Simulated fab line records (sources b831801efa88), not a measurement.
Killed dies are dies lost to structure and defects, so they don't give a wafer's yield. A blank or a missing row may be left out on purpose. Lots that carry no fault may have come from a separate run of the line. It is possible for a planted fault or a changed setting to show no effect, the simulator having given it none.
The tool behind it: which one? | flow sky130 | route of 708 steps, sampled at 1 step: 12 lots, 36 wafers

## WHAT THE GAUGES SHOWED, per wafer
SKY_CONTACT_THK_MEAS_26: measures by xrf.
lot  | measured     | on           | CONTACT_W_THK (nm)
L077 | day 33 05:43 | filmMetro-03 | 342 343 343
L076 | day 33 06:57 | filmMetro-03 | 339 341 341
L079 | day 33 10:21 | filmMetro-01 | 344 345 344
L081 | day 34 00:48 | filmMetro-02 | 338 337 337
L084 | day 34 23:43 | filmMetro-02 | 354 348 348
L085 | day 35 03:56 | filmMetro-02 | 346 346 342
L088 | day 36 21:29 | filmMetro-02 | 348 358 348
L090 | day 37 08:34 | filmMetro-03 | 349 349 350
L092 | day 37 16:41 | filmMetro-03 | 343 340 341
L093 | day 38 02:22 | filmMetro-01 | 336 336 343
L095 | day 38 20:43 | filmMetro-02 | 347 349 344
L097 | day 39 05:47 | filmMetro-02 | 345 345 345

## WHICH TOOL RAN EACH LOT (tool, then ch and the chambers of the sampled wafers, then the start)
Before these readings, the record contains no process step.

## THE ANSWER, worked out from the rows above alone
Rule: the lots themselves supply what counts as usual. The widest of any qualifying gaps counts: lots, ordered by their means at a reading, are off when they make up no more than a third of the lots, leave a main group of 4 or more, and stand apart from it by 3 or more times the standard deviation of that group's means. The tables above print the reading to a certain number of digits; a main group whose means all agree to those digits is not used. A lot without any number at a reading at which 4 lots or more have one is off too. The other lots that the step has rows for count as sound.
Across all readings shown, no lot is off: no conclusion can be drawn from this.

## WHAT THE SIMULATOR HAD PUT IN
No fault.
